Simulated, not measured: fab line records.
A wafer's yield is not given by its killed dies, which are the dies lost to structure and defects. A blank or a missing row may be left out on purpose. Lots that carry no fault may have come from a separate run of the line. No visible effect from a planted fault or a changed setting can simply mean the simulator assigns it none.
A lot that was struck, set against a sound lot :: flow sfq_line :: 14 steps out of a route of 325
Sound: the wafers L182.3, L182.4, L182.6. Struck: wafer L185.4 (L185.2, L185.3, from the same lot, were not struck and are left out); the cause is given at the end.
For every step that has rows: the tool of each side, followed by ch and its chambers, followed by its first start. Under that, the readings that differ: sound wafers :: struck wafers :: difference of the means :: sigmas: that difference in standard deviations of wafers without a fault.
alike: words and numbers the same on both sides, and readings whose means are apart by under 2 such deviations; not compared: readings that were withheld, readings missing a value for some wafer, numbers with overlapping values and no deviation given by the record, and bounds like >300 which may hide the same value.
Wherever a step has rows on one side only, a row that says differs or no value, or a row with sigmas, the two part there. Numbers that have no deviation but don't overlap get no sigmas and don't part them. A reading that every wafer of one side lacks parts them only if that side has two wafers or more.

first, 6 steps without rows for these wafers: SFQ_TRILAYER_M7_LITHO_COAT_182 (resist thk 62 nm); SFQ_TRILAYER_M7_LITHO_COAT_177 (resist thk 600 nm); SFQ_TRILAYER_M7_LITHO_SOFTBAKE_181; SFQ_TRILAYER_M7_LITHO_EXPOSE_178 (exposes mask M7, target cd 500 nm); SFQ_TRILAYER_M7_LITHO_PEB_180 (peb time 60 s); SFQ_TRILAYER_M7_LITHO_DEVELOP_179 (time 60 s).
SFQ_M7_OVL_MEAS_945:
  sound on overlay-01 at day 77 10:59; struck on overlay-01 at day 78 00:11
  alike: M7_OVL
SFQ_TRILAYER_M7_BARC_OPEN_METAL_ETCH_229: etches BARC in O2, target depth 125 nm, time 41.7 s.
  sound on rie_metal-01 ch 0,1, day 77 11:02; struck on rie_metal-03 ch 1, day 78 00:13
  alike: drypump_motor_current_A, he_backside_leak_sccm, oes_product_au
  not compared: rf_hours_counter_h
SFQ_TRILAYER_M7_ETCH_METAL_ETCH_180: etches Nb in Cl2/Ar, stops on SiO2, target depth 240 nm, time 120 s.
  sound on rie_metal-01 ch 0,1, day 77 11:07; struck on rie_metal-03 ch 1, day 78 00:16
  alike: drypump_motor_current_A, he_backside_leak_sccm, oes_product_au
  not compared: rf_hours_counter_h
SFQ_TRILAYER_M7_STRIP_STRIP_181: strips in O2.
  sound on rie_metal-01 ch 0,1, day 77 11:24; struck on rie_metal-03 ch 1, day 78 00:24
  alike: drypump_motor_current_A, he_backside_leak_sccm, oes_product_au
  not compared: rf_hours_counter_h
then, 1 step without rows for these wafers: SFQ_TRILAYER_M7_STRIP_SOLV_CLEAN_182 (cleans in NMP, time 600 s).
SFQ_TRILAYER_I7_DEP_PECVD_183: deposits SiO2 from SiH4/N2O, time 111.11 s, target thk 500 nm.
  sound on pecvd-03 ch 0,1, day 77 11:58; struck on pecvd-02 ch 2, day 78 01:10
reading: throttle_valve_pct (%)
sound: 25.5 27.4 25.2
struck: 22.6
difference: -3.4
sigmas: -2
  alike: heater_power_w, susceptor_temp_C
SFQ_TRILAYER_I7_CMP_CMP_184: polishes SiO2.
  sound on cmp-02 ch 1,2, day 77 16:22; struck on cmp-01 ch 3, day 78 01:15
reading: time_to_endpoint_s (s)
sound: 210 230 229
struck: 129
difference: -94
sigmas: -11
  alike: motor_current_A, retaining_ring_pressure_frac
SFQ_I7_BOW_MEAS_946:
  sound on film_metro-01 at day 77 18:54; struck on film_metro-03 at day 78 04:16
  alike: I7_BOW

## WHERE THEY PART
Earliest at SFQ_TRILAYER_I7_DEP_PECVD_183; latest, in this record, at SFQ_TRILAYER_I7_CMP_CMP_184. Later steps at which nothing parts them and some readings are alike: SFQ_I7_BOW_MEAS_946.

WHY: whatever the simulator had introduced
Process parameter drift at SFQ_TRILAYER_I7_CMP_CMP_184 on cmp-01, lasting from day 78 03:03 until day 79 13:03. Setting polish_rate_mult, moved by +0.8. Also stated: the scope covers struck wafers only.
